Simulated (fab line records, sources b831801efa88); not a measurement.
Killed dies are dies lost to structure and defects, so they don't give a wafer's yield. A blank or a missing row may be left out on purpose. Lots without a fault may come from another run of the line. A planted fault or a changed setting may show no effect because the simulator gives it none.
Chamber matching | flow sky130 | SKY_VIA1_CMP_02 on cmp-02: 4 sister chambers
The step polishes SiO2. 4 wafers are shown with their chamber, then 7 later ones without.

WAFERS WITH THEIR CHAMBER
wafer  | chamber | motor_current_A (A)
L322.3 | 0       | 14.8
L326.2 | 3       | 14.3
L334.2 | 2       | 14.4
L334.3 | 1       | 14.0

WAFERS WITHOUT THEIR CHAMBER
wafer  | motor_current_A (A)
L334.4 | 14.6
L335.1 | 14.8
L335.4 | 14.1
L335.6 | 14.7
L336.2 | 13.9
L336.3 | 13.1
L336.5 | 13.3

WHICH CHAMBER EACH WENT THROUGH
wafer  | from the rows above               | in truth
L334.4 | can't be placed: 2 or 0 or 3 or 1 | 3
L335.1 | can't be placed: 0 or 2 or 3 or 1 | 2
L335.4 | can't be placed: 1 or 3 or 2 or 0 | 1
L335.6 | can't be placed: 0 or 2 or 3 or 1 | 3
L336.2 | can't be placed: 1 or 3 or 2 or 0 | 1
L336.3 | can't be placed: 1 or 3 or 2 or 0 | 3
L336.5 | can't be placed: 1 or 3 or 2 or 0 | 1
Placed correctly: 0 of 7. Can't be placed from these rows: 7 (the true chamber is among the candidates in 7). Placed wrongly: 0.
How it was worked out, from the rows above alone: a wafer's distance from a chamber is the root of the sum, over the readings, of the square of ((its reading less the chamber's mean) divided by the reading's scatter). The wafer belongs to the nearest chamber; if the next one is less than 2 further off, it can't be placed. A chamber's mean is the mean of its shown wafers. The scatter: with one shown wafer a chamber, the root of the mean of the squares of how far each hidden wafer lies from its nearest shown one.
